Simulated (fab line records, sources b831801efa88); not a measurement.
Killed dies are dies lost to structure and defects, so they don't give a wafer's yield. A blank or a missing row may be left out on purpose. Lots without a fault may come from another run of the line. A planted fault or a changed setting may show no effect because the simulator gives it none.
fab line records | flow sky130
record lots=6 wafers=18 last_day=49
route steps=708 shown METAL4@635 VIA4@639 PAD_OPEN@708
lots that met no fault: from a run of the same line without faults
start_h: hours from the record's first day to the start of the lot's first wafer shown | wait_h: hours since the lot's step before | " the same as in the row above | L1.1+2: a row that stands for several wafers | - no value, or no start given | * or withheld: withheld | < > ~ a bound
route shown NAME@n: a module of which the file shows steps, and the number in the route of the first | usual: mean/standard deviation of fault-free wafers | same: alike in all rows | chamber/n: place in a boat | sites: the reading at each site | _std_site: their standard deviation | _edge_site: outer sites' mean less inner sites' | radius_mm: how far each site lies from the wafer's centre | mask NAME#n: copy n | behind: the tool/chamber that last shaped the wafer | hold: why the lot was held/for how many hours/how that ended | device: the transistor (n, p or np) that didn't switch | end of line: the same wafers' tests at the end of the route | a step without rows: its recipe alone | killed: dies lost to structure and defects at the first sort, not the wafer's yield | map: a wafer's dies, x killed, . not, _ none there
set.NAME: the setting as run; set.NAME@STEP: as run at that earlier step | model.NAME: the simulator's own value behind a step, which no gauge read
lots at some steps of the route; a table a step, a row a wafer
services: from which hour (start_h, from the record's first day; less than 0 if before it) a tool's chamber was out of use, for how many hours, and why
## steps
# step SKY_METAL4_STRIP_19
# recipe chemistry=O2/N2 power_w=1400 pressure_mtorr=1500 platen_temp_c=withheld o2_flow_sccm=3000 n2_flow_sccm=300 overash_fraction=0.5
# usual drypump_motor_current_A=5.8/0.49 oes_product_au=0.501/0.0067 strip_time_to_endpoint_s=6.50/0.13
# columns lot.wafer tool chamber start_h wait_h drypump_motor_current_A oes_product_au rf_hours_counter_h strip_time_to_endpoint_s
L250.2 plasma_asher-03 1 977.63 0.1 5.8 0.510 22 6.53
L250.3 " 1 " " 5.8 0.503 - 6.48
L250.6 " 0 " " 6.1 0.504 - 6.53
L255.2 plasma_asher-01 0 1025.30 0.2 6.0 0.499 93 6.47
L255.5 " 0 " " 6.0 0.489 - 6.42
L255.6 " 1 " " 5.3 0.490 - 6.41
L256.1 plasma_asher-03 0 1032.18 0.3 6.1 0.495 27 6.52
L256.4 " 0 " " 6.2 0.498 - 6.49
L256.6 " 0 " " 6.1 0.495 - 6.52
L258.1 plasma_asher-01 1 1042.25 0.1 5.4 0.505 94 6.56
L258.2 " 0 " " 6.0 0.513 94 6.56
L258.3 " 1 " " 5.3 0.499 - 6.54
L259.3 plasma_asher-03 1 1042.76 0.1 5.8 0.504 - 6.48
L259.5 " 1 " " 5.8 0.505 - 6.52
L259.6 " 0 " " 6.1 0.500 - 6.51
L269.1 plasma_asher-01 0 1109.95 0.1 6.0 0.505 99 6.59
L269.3 " 1 " " 5.4 0.507 - 6.59
L269.4 " 0 " " 6.0 0.511 - 6.81
# step SKY_METAL4_STRIP_20
# recipe chemistry=post_etch_residue_remover time_s=1200 temp_c=72.5
# step SKY_METAL4_CLEAN_21
# recipe chemistry=IPA time_s=180 temp_c=25
# step SKY_METAL4_CLEAN_22
# recipe chemistry=O3/DIW dry=n2_spin
# step SKY_VIA4_HDPCVD_00
# recipe material=SiO2 target_thk_nm=1750 sigma_open_frac=0.3 time_s=291.7 temp_c=400 sih4_flow_sccm=60 pressure_mtorr=6
# step SKY_VIA4_THK_MEAS_01
# recipe reads=SiO2_of_VIA4_HDPCVD_00
# usual VIA4_HDPCVD_THK=1736/31
# columns lot.wafer tool chamber start_h wait_h VIA4_HDPCVD_THK[nm]
L250.2 film_metro-04 - 978.41 0.1 1737
L250.3 " - " " 1756
L250.6 " - " " 1776
L255.2 film_metro-01 - 1026.08 0.1 1654
L255.5 " - " " 1665
L255.6 " - " " 1719
L256.1 film_metro-02 - 1033.04 0.1 1777
L256.4 " - " " 1724
L256.6 " - " " 1738
L258.1 film_metro-04 - 1043.02 0.1 1731
L258.2 " - " " 1683
L258.3 " - " " 1770
L259.3 film_metro-01 - 1043.56 0.1 1678
L259.5 " - " " 1725
L259.6 " - " " 1717
L269.1 film_metro-02 - 1111.28 0.1 1782
L269.3 " - " " 1761
L269.4 " - " " 1781
# step SKY_VIA4_CMP_02
# recipe material=SiO2 down_force_psi=4 platen_rpm=60 pad_velocity_m_s=0.94248
# usual motor_current_A=12.0/1.3
# columns lot.wafer tool chamber start_h wait_h motor_current_A
L250.3 cmp-01 3 978.46 0.0 11.3
L250.2 " 0 " " 13.7
L250.6 " 0 " " 13.1
L255.2 cmp-01 1 1026.18 0.1 11.3
L255.5 " 0 " " 13.7
L255.6 " 1 " " 11.6
L256.1 cmp-01 2 1033.15 0.1 13.3
L256.4 " 3 " " 11.5
L256.6 " 1 " " 11.4
L258.2 cmp-01 2 1043.08 0.0 13.6
L258.1 " 0 " " 13.6
L258.3 " 1 " " 11.6
L259.3 cmp-02 3 1043.83 0.3 11.4
L259.5 " 0 " " 11.0
L259.6 " 1 " " 9.2
L269.4 cmp-01 2 1111.52 0.2 13.3
L269.1 " 3 " " 11.5
L269.3 " 0 " " 14.1
# step SKY_VIA4_BOW_MEAS_03
# recipe mode=bow
# usual VIA4_BOW=79/8.1
# columns lot.wafer tool chamber start_h wait_h VIA4_BOW[um]
L250.2 film_metro-04 - 978.78 0.2 76
L250.3 " - " " 77
L250.6 " - " " 80
L255.2 film_metro-02 - 1026.45 0.2 75
L255.5 " - " " 77
L255.6 " - " " 81
L256.1 film_metro-04 - 1033.40 0.2 81
L256.4 " - " " 73
L256.6 " - " " 74
L258.1 film_metro-01 - 1043.38 0.1 74
L258.2 " - " " 61
L258.3 " - " " 84
L259.3 film_metro-02 - 1044.02 0.1 101
L259.5 " - " " 93
L259.6 " - " " 90
L269.1 film_metro-01 - 1111.77 0.1 83
L269.3 " - " " 90
L269.4 " - " " 83
# step SKY_VIA4_DEHYDRATE_04
# recipe temp_c=200 time_s=60
# step SKY_VIA4_HMDS_05
# recipe prime_time_s=60 prime_temp_c=120
# step SKY_VIA4_COAT_06
# recipe resist=NOVOLAK spin_rpm=3000 resist_thk_nm=1140
# step SKY_VIA4_SOFTBAKE_07
# recipe temp_c=90 time_s=60 resist=NOVOLAK
# step SKY_VIA4_EXPOSE_08
# recipe mask_id=VIM4 na=0.6 source_shape=conventional sigma_outer=0.6 polarization=unpolarized target_cd_nm=800 dose_mj=132
# columns lot.wafer tool chamber start_h wait_h mask
L250.2+3+6 iline_stepper-02 0 992.64 - VIM4#0
L255.2+5+6 iline_stepper-01 0 1038.29 - VIM4#0
L256.1+4+6 iline_stepper-02 0 1044.30 - VIM4#0
L258.1+2+3 iline_stepper-02 0 1053.20 - VIM4#0
L259.3+5+6 iline_stepper-02 0 1054.06 - VIM4#0
L269.1+3+4 iline_stepper-01 0 1120.77 - VIM4#0
# step SKY_VIA4_PEB_09
# recipe temp_c=withheld time_s=* resist=NOVOLAK
# step SKY_VIA4_DEVELOP_10
# recipe resist=NOVOLAK developer=TMAH develop_time_s=60 dev_temp_c=23
# step SKY_VIA4_OVL_MEAS_11
# usual VIA4_OVL=0.9/1.6
# columns lot.wafer tool chamber start_h wait_h VIA4_OVL[nm]
L250.2 overlay-01 - 1002.97 0.1 0.2
L250.3 " - " " 2.0
L250.6 " - " " 1.0
L255.2 overlay-02 - 1048.16 0.1 0.0
L255.5 " - " " -0.9
L255.6 " - " " -1.3
L256.1 overlay-02 - 1054.40 0.1 2.9
L256.4 " - " " 4.0
L256.6 " - " " 1.6
L258.1 overlay-01 - 1064.90 0.1 2.5
L258.2 " - " " 0.4
L258.3 " - " " 4.7
L259.3 overlay-02 - 1065.48 0.1 -0.4
L259.5 " - " " -0.2
L259.6 " - " " 1.3
L269.1 overlay-02 - 1130.97 0.1 -2.5
L269.3 " - " " -1.3
L269.4 " - " " -1.8
# step SKY_VIA4_ETCH_12
# recipe target=SiO2 chemistry=C4F8/O2/Ar stop_on=TiN mask_material=NOVOLAK source_w=1500 bias_w=1200 pressure_mtorr=40 c4f8_flow_sccm=withheld O2_flow_sccm=6 Ar_flow_sccm=300 time_s=withheld target_depth_a=5800
# usual oes_product_au=0.926/0.0041
# columns lot.wafer tool chamber start_h wait_h oes_product_au model.VIA4.cd_nm
L250.2 rie_diel-02 2 1003.00 0.0 0.928 796.5
L250.3 " 1 " " 0.925 801.5
L250.6 " 3 " " 0.929 797.5
L255.2 rie_diel-02 1 1048.19 0.0 0.928 800.9
L255.5 " 3 " " 0.931 800.3
L255.6 " 0 " " 0.925 800.9
L256.1 rie_diel-04 1 1054.44 0.0 0.921 800
L256.4 " 3 " " 0.925 801.1
L256.6 " 0 " " 0.923 797.1
L258.1 rie_diel-03 0 1064.94 0.0 0.923 799.1
L258.2 " 2 " " 0.927 797.5
L258.3 " 3 " " 0.923 839.7
L259.3 rie_diel-03 3 1065.50 0.0 0.933 840.8
L259.5 " 1 " " 0.920 842.1
L259.6 " 0 " " 0.925 803.7
L269.1 rie_diel-04 3 1131.00 0.0 0.925 799.5
L269.3 " 2 " " 0.929 797.5
L269.4 " 0 " " 0.935 802.1
# step SKY_VIA4_STRIP_13
# recipe chemistry=O2/N2 power_w=1400 pressure_mtorr=1500 platen_temp_c=withheld o2_flow_sccm=3000 n2_flow_sccm=300 overash_fraction=0.5
# usual drypump_motor_current_A=5.8/0.59 oes_product_au=0.710/0.005 strip_time_to_endpoint_s=12.81/0.031
# columns lot.wafer tool chamber start_h wait_h drypump_motor_current_A oes_product_au rf_hours_counter_h strip_time_to_endpoint_s
L250.2 plasma_asher-02 0 1003.07 - 5.6 0.707 58 12.87
L250.3 " 1 " " 5.7 0.711 - 12.85
L250.6 " 1 " " 5.7 0.707 - 12.81
L255.2 plasma_asher-04 0 1048.26 - 6.7 0.711 118 12.78
L255.5 " 0 " " 6.7 0.713 - 12.77
L255.6 " 1 " " 5.0 0.711 - 12.81
L256.1 plasma_asher-03 0 1054.51 - 6.2 0.715 30 12.79
L256.4 " 0 " " 6.1 0.709 - 12.79
L256.6 " 1 " " 5.8 0.714 - 12.78
L258.1 plasma_asher-03 0 1065.01 - 6.1 0.703 31 12.81
L258.2 " 1 " " 5.8 0.719 31 12.89
L258.3 " 1 " " 5.8 0.698 - 12.80
L259.3 plasma_asher-02 0 1065.61 - 5.6 0.707 - 12.91
L259.5 " 1 " " 5.7 0.707 - 12.79
L259.6 " 0 " " 5.6 0.713 - 12.84
L269.1 plasma_asher-04 0 1131.08 - 6.7 0.719 7 12.78
L269.3 " 1 " " 5.0 0.704 - 12.80
L269.4 " 0 " " 6.7 0.710 - 12.79
# step SKY_PAD_OPEN_PROBE_99
# usual defect_limited_yield=82.2/1.8 killed_at_M0_to_M3=42/6.1 killed_at_M4_up=3.3/1.7 killed_at_contacts=25/5.4 killed_at_front_end=16/4.6 killed_at_other=0.4/0.55 killed_dies=87/8.8 killed_open=47/7.1 killed_short=40/5.8 sort_bin_3_pad_short=0.9/0.45 sort_bin_5_function=10.7/1.4 sort_bin_6_memory=6.2/1.2 sort_n_pass=405/8.8 sort_yield_pct=82.2/1.8
# same gross_dies=492 killed_at_back_side=0 sort_bin_4_leakage[%]=0 sort_bin_8_speed[%]=0
# columns lot.wafer tool chamber start_h wait_h defect_limited_yield[%] killed_at_M0_to_M3 killed_at_M4_up killed_at_contacts killed_at_front_end killed_at_other killed_dies killed_open killed_short sort_bin_3_pad_short[%] sort_bin_5_function[%] sort_bin_6_memory[%] sort_n_pass sort_yield_pct[%] model.etest.via4_chain.rc_ohm
L250.3 prober-02 - 1073.21 0.2 82.7 40 2 31 12 0 85 45 40 0.6 12.2 4.5 407 82.7 0.7683
L250.6 prober-02 - 1073.36 0.2 81.5 51 3 22 15 0 91 52 39 1.6 9.8 7.1 401 81.5 0.7956
L255.2 prober-02 - 1115.94 0.1 85.0 25 1 30 18 0 74 41 32 0.8 10.2 4.1 418 85.0 0.7957
L255.5 prober-02 - 1116.09 0.2 80.3 45 5 23 23 1 97 56 41 1.0 11.6 7.1 395 80.3 0.823
L255.6 prober-02 - 1116.14 0.2 79.5 45 1 38 16 1 101 53 46 0.8 13.2 6.5 391 79.5 0.7793
L256.1 prober-02 - 1121.48 0.1 84.3 41 0 19 17 0 77 40 33 1.6 9.3 4.7 415 84.3 0.8211
L256.4 prober-02 - 1121.63 0.2 82.7 40 3 21 21 0 85 39 46 1.0 9.8 6.5 407 82.7 0.8023
L256.6 prober-02 - 1121.73 0.2 85.4 35 5 20 12 0 72 30 42 1.4 7.9 5.3 420 85.4 0.8023
L258.1 prober-02 - 1129.87 0.1 80.3 52 0 33 12 0 97 58 39 0.2 13.4 6.1 395 80.3 0.8154
L258.2 prober-02 - 1129.92 0.1 80.9 46 5 22 21 0 94 49 45 1.2 12.2 5.7 398 80.9 0.7829
L258.3 prober-02 - 1129.97 0.2 83.9 35 4 24 16 0 79 42 37 0.4 10.2 5.5 413 83.9 0.7228
L259.3 prober-02 - 1131.65 0.2 86.2 32 3 17 16 0 68 38 30 0.2 9.1 4.5 424 86.2 0.7546
L259.5 prober-02 - 1131.75 0.2 79.9 39 2 35 23 0 99 60 39 0.4 12.6 7.1 393 79.9 0.7637
L259.6 prober-02 - 1131.80 0.2 82.3 39 8 26 14 0 87 45 41 1.2 10.4 6.1 405 82.3 0.8232
L269.1 prober-02 - 1186.87 0.1 79.5 41 6 31 23 0 101 50 50 1.0 12.8 6.7 391 79.5 0.8211
L269.3 prober-02 - 1186.97 0.2 82.9 36 4 24 20 0 84 47 37 0.6 8.1 8.3 408 82.9 0.8079
L269.4 prober-02 - 1187.02 0.2 80.5 41 3 29 23 0 96 53 43 0.4 11.4 7.7 396 80.5 0.7864
# killed by level:class
L250.3 CONTACT:geometric_particle:open=13 VIA1:geometric_particle:open=11 LOCAL_INTERCONNECT:geometric_particle:short=7 LI_CONTACT:geometric_particle:open=6 METAL1:geometric_particle:short=6 VIA2:geometric_particle:open=5 VIA1:geometric_particle:short=5 CONTACT:geometric_particle:short=4
L250.6 VIA3:geometric_particle:open=11 CONTACT:geometric_particle:open=9 VIA2:geometric_particle:open=9 METAL2:geometric_particle:short=7 LI_CONTACT:geometric_particle:open=6 METAL1:geometric_particle:short=5 VIA1:geometric_particle:short=5 VIA1:geometric_particle:open=5
L255.2 CONTACT:geometric_particle:open=12 VIA1:geometric_particle:open=9 LI_CONTACT:geometric_particle:open=6 LI_CONTACT:geometric_particle:short=5 CONTACT:geometric_particle:short=5 VIA2:geometric_particle:open=5 POLY_GATE:geometric_particle:short=4 FIELD_ISO:geometric_particle:short=3
L255.5 VIA1:geometric_particle:open=11 LI_CONTACT:geometric_particle:open=10 CONTACT:geometric_particle:open=9 POLY_GATE:geometric_particle:short=8 VIA2:geometric_particle:open=8 VIA3:geometric_particle:open=7 FIELD_ISO:geometric_particle:open=5 VIA1:geometric_particle:short=5
L255.6 LI_CONTACT:geometric_particle:open=12 VIA1:geometric_particle:open=12 CONTACT:geometric_particle:open=9 VIA2:geometric_particle:open=7 LOCAL_INTERCONNECT:geometric_particle:short=6 METAL2:geometric_particle:short=6 POLY_GATE:geometric_particle:open=5 LI_CONTACT:geometric_particle:short=5
L256.1 VIA1:geometric_particle:open=7 LI_CONTACT:geometric_particle:open=6 VIA2:geometric_particle:open=6 VIA3:geometric_particle:open=6 CONTACT:geometric_particle:open=5 METAL1:geometric_particle:short=5 VIA2:geometric_particle:short=4 POLY_GATE:area_etch=4
L256.4 METAL1:geometric_particle:short=9 LI_CONTACT:geometric_particle:open=8 CONTACT:geometric_particle:open=6 VIA3:geometric_particle:short=6 FIELD_ISO:geometric_particle:open=5 FIELD_ISO:geometric_particle:short=4 VIA1:geometric_particle:open=4 VIA1:geometric_particle:short=4
L256.6 METAL2:geometric_particle:short=8 METAL1:geometric_particle:short=6 CONTACT:geometric_particle:short=5 CONTACT:geometric_particle:open=5 VIA3:geometric_particle:open=5 FIELD_ISO:geometric_particle:short=4 LOCAL_INTERCONNECT:geometric_particle:short=4 VIA1:geometric_particle:short=4
L258.1 VIA1:geometric_particle:open=15 CONTACT:geometric_particle:open=14 LI_CONTACT:geometric_particle:open=8 VIA2:geometric_particle:open=7 CONTACT:geometric_particle:short=6 METAL2:geometric_particle:short=6 VIA1:geometric_particle:short=6 FIELD_ISO:geometric_particle:short=5
L258.2 VIA1:geometric_particle:open=15 CONTACT:geometric_particle:open=10 FIELD_ISO:geometric_particle:open=8 FIELD_ISO:geometric_particle:short=6 METAL3:geometric_particle:short=6 CONTACT:geometric_particle:short=5 METAL1:geometric_particle:short=5 METAL4:geometric_particle:short=5
L258.3 CONTACT:geometric_particle:open=12 VIA1:geometric_particle:open=7 LI_CONTACT:geometric_particle:open=6 METAL1:geometric_particle:short=6 CONTACT:geometric_particle:short=5 FIELD_ISO:geometric_particle:short=4 VIA1:geometric_particle:short=4 METAL2:geometric_particle:short=4
L259.3 LI_CONTACT:geometric_particle:open=9 VIA1:geometric_particle:open=8 VIA3:geometric_particle:open=7 FIELD_ISO:geometric_particle:short=6 POLY_GATE:geometric_particle:short=5 CONTACT:geometric_particle:open=5 METAL1:geometric_particle:short=4 METAL2:geometric_particle:short=4
L259.5 CONTACT:geometric_particle:open=14 LI_CONTACT:geometric_particle:open=9 METAL2:geometric_particle:short=9 VIA1:geometric_particle:open=7 VIA3:geometric_particle:open=7 FIELD_ISO:geometric_particle:open=6 FIELD_ISO:geometric_particle:short=5 LI_CONTACT:geometric_particle:short=5
L259.6 VIA3:geometric_particle:open=9 LI_CONTACT:geometric_particle:open=7 CONTACT:geometric_particle:open=6 CONTACT:geometric_particle:short=6 METAL1:geometric_particle:short=6 METAL4:geometric_particle:short=5 VIA1:geometric_particle:short=4 VIA1:geometric_particle:open=4
L269.1 CONTACT:geometric_particle:open=12 VIA1:geometric_particle:open=10 METAL2:geometric_particle:short=8 FIELD_ISO:geometric_particle:short=7 FIELD_ISO:geometric_particle:open=7 VIA1:geometric_particle:short=6 LI_CONTACT:geometric_particle:short=5 LI_CONTACT:geometric_particle:open=5
L269.3 VIA1:geometric_particle:open=11 LI_CONTACT:geometric_particle:open=8 FIELD_ISO:geometric_particle:short=7 VIA2:geometric_particle:open=6 METAL2:geometric_particle:short=5 LI_CONTACT:geometric_particle:short=4 CONTACT:geometric_particle:short=4 CONTACT:geometric_particle:open=4
L269.4 LI_CONTACT:geometric_particle:open=11 VIA1:geometric_particle:open=11 CONTACT:geometric_particle:open=8 FIELD_ISO:geometric_particle:open=7 VIA3:geometric_particle:open=7 FIELD_ISO:geometric_particle:short=6 POLY_GATE:geometric_particle:open=5 POLY_GATE:geometric_particle:short=5
## services
# columns tool chamber start_h hours kind
plasma_asher-01 - 955.61 2.8 pm
plasma_asher-01 - 958.36 11.7 pm
rie_diel-03 0 974.98 3.8 repair
rie_diel-03 1 980.61 33.0 repair
rie_diel-03 2 989.35 9.6 repair
rie_diel-04 1 991.38 3.7 repair
plasma_asher-01 - 994.81 1.4 repair
rie_diel-02 - 1019.62 0.9 repair
cmp-01 - 1019.92 0.7 repair
rie_diel-04 1 1020.80 5.2 repair
rie_diel-04 3 1023.52 9.2 repair
plasma_asher-04 - 1036.24 4.3 repair
rie_diel-04 - 1043.00 2.8 pm
plasma_asher-04 - 1055.25 9.0 pm
plasma_asher-01 - 1060.66 14.6 pm
plasma_asher-02 - 1077.93 4.4 repair
rie_diel-03 2 1080.78 37.5 repair
plasma_asher-01 - 1083.39 4.3 repair
iline_stepper-02 - 1084.56 8.9 pm
plasma_asher-04 - 1086.36 1.0 repair
cmp-01 - 1088.47 4.0 pm
iline_stepper-01 - 1093.45 1.7 pm
iline_stepper-02 - 1106.84 3.3 repair
cmp-01 - 1120.31 1.4 repair
## key
first_sign none at tools or gauges
model_effect step=SKY_VIA4_ETCH_12 value=VIA4.cd_nm without=799.7 struck=840.9
model_effect step=SKY_PAD_OPEN_PROBE_99 value=etest.via4_chain.rc_ohm without=0.8073 struck=0.747
met_at SKY_VIA4_EXPOSE_08
struck_wafers L258.3,L259.3,L259.5
onset_between 1044.30 1053.20
fault kind=process_parameter_drift tool=iline_stepper-02 chamber=- onset_h=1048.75 steps=SKY_VIA4_EXPOSE_08 channel=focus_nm offset=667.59 shape=step end_h=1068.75 scope=struck_wafers_only
